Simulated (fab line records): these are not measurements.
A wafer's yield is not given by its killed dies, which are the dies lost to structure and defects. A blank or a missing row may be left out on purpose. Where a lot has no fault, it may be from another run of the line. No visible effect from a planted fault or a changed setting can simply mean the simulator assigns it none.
The tool behind it: which one?	flow sky130	Sampling: 11 lots, 30 wafers, 3 of 708 route steps

== WHAT THE GAUGES SHOWED, per wafer ==
SKY_CONTACT_RS_MEAS_25: uses a four-point probe to measure.
lot	measured	on	CONTACT_W_RS (ohm/sq)
L672	day 32 01:28	filmMetro-04	0.341 0.337 0.337
L674	day 33 01:56	filmMetro-04	0.331 0.337 0.331
L675	day 33 06:53	filmMetro-01	0.341 0.340 0.332
L677	day 34 00:25	filmMetro-03	0.335 0.335 0.342
L678	day 34 01:41	filmMetro-01	0.324 0.332 0.333
L681	day 35 13:05	filmMetro-03	0.346 0.553 0.346 0.552
L684	day 35 22:14	filmMetro-04	0.343 0.537 0.343 0.537
L682	day 35 22:50	filmMetro-04	0.334 0.537 0.334 0.537
L688	day 37 02:48	filmMetro-03	0.327 0.332 0.329
L693	day 38 17:02	filmMetro-01	0.335 0.337 0.338
L694	day 38 19:24	filmMetro-03	0.332 0.328 0.336

== EACH LOT AND THE TOOL THAT RAN IT (in order: tool; ch and the chambers of the sampled wafers; start) ==
lot	SKY_CONTACT_SPUTTER_23	SKY_CONTACT_CVD_24
L672	pvdSputter-01, day 32 01:18	cvdW-02 ch 1, day 32 01:22
L674	pvdSputter-01, day 33 01:43	cvdW-01 ch 0,1, day 33 01:49
L675	pvdSputter-01, day 33 06:41	cvdW-02 ch 0,1, day 33 06:46
L677	pvdSputter-02, day 34 00:13	cvdW-02 ch 0,1, day 34 00:17
L678	pvdSputter-02, day 34 01:28	cvdW-01 ch 0,1, day 34 01:34
L681	pvdSputter-03, day 35 12:53	cvdW-02 ch 0,1, day 35 12:57
L684	pvdSputter-03, day 35 22:04	cvdW-02 ch 0,1, day 35 22:07
L682	pvdSputter-03, day 35 22:38	cvdW-02 ch 0, day 35 22:42
L688	pvdSputter-01, day 37 02:38	cvdW-01 ch 0,1, day 37 02:41
L693	pvdSputter-03, day 38 16:50	cvdW-01 ch 0,1, day 38 16:54
L694	pvdSputter-03, day 38 19:08	cvdW-01 ch 0,1, day 38 19:16
- SKY_CONTACT_SPUTTER_23: material TiN, target thk 20 nm, time 80 s.
- SKY_CONTACT_CVD_24: deposits W, target thk 340 nm, time 102.12 s.

== THE ANSWER, worked out from the rows above alone ==
Rule: the usual values come from the lots themselves. Put in order of their means at a reading, lots are off if they are a third of the lots or fewer, leave a main group of 4 or more, and stand apart from it by a gap of 3 or more times the standard deviation of the main group's means; of several such gaps the widest counts. A main group is skipped when, at the precision printed for the reading in the tables above, its means are all equal. A lot without any number at a reading at which 4 lots or more have one is off too. Any other lot the step has rows for is counted as sound.
Off: L681, L684, L682, seen at SKY_CONTACT_RS_MEAS_25 (CONTACT_W_RS). For the main group the mean is 0.334 ohm/sq and the standard deviation 0.0035.
If a tool, at a process step before that reading, ran all the lots that are off and no sound lot after the first of them, it fits. Those tools and the gauges at SKY_CONTACT_RS_MEAS_25 are tried in the same way. One fits: SKY_CONTACT_CVD_24 on cvdW-02. A fault onset in the window from L677 (day 34 00:17, its last sound lot) to L681 (day 35 12:57, its first lot off) fits.

== WHAT WAS PUT IN BY THE SIMULATOR ==
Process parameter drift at SKY_CONTACT_CVD_24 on cvdW-02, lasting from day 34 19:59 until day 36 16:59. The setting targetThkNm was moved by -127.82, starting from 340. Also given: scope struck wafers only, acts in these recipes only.
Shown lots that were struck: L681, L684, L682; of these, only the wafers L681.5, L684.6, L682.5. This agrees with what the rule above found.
